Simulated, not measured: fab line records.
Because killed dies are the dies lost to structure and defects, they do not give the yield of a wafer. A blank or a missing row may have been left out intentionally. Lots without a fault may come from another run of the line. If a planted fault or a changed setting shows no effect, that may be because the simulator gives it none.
Matching of chambers	flow sky130	4 sister chambers for SKY_VIA1_CMP_02 on cmp-02
The step polishes SiO2. 4 wafers are shown with their chamber, then 8 later ones without.

EACH WAFER AND ITS CHAMBER
wafer	chamber	motorCurrentA (A)
L278.6	1	13.5
L280.1	0	12.3
L280.4	3	13.3
L292.4	2	15.1

WAFERS WITHOUT THEIR CHAMBER
wafer	motorCurrentA (A)
L292.5	12.3
L292.6	13.4
L293.3	13.0
L293.5	14.9
L293.6	13.9
L294.3	14.3
L294.4	12.6
L294.5	15.0

THE CHAMBER EACH PASSED THROUGH
wafer	from the rows above	in truth
L292.5	0	0
L292.6	can't be placed: 1 or 3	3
L293.3	can't be placed: 3 or 1 or 0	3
L293.5	2	2
L293.6	can't be placed: 1 or 3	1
L294.3	can't be placed: 2 or 1 or 3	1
L294.4	can't be placed: 0 or 3 or 1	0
L294.5	2	2
Correctly placed: 3 of 8. Unplaceable from these rows: 5, with the true chamber sitting among the candidates in 5. Wrongly placed: 0.
How it was worked out, from the rows above alone: a wafer's distance from a chamber is the root of the sum, over the readings, of the square of ((its reading less the chamber's mean) divided by the reading's scatter). If the next closest chamber is less than 2 further off than the closest, the wafer can't be placed; otherwise it belongs to the closest. For every chamber, the mean is computed from those of its wafers that are shown. The scatter: root of mean squared gap, hidden wafer to nearest shown wafer, with one shown wafer a chamber.
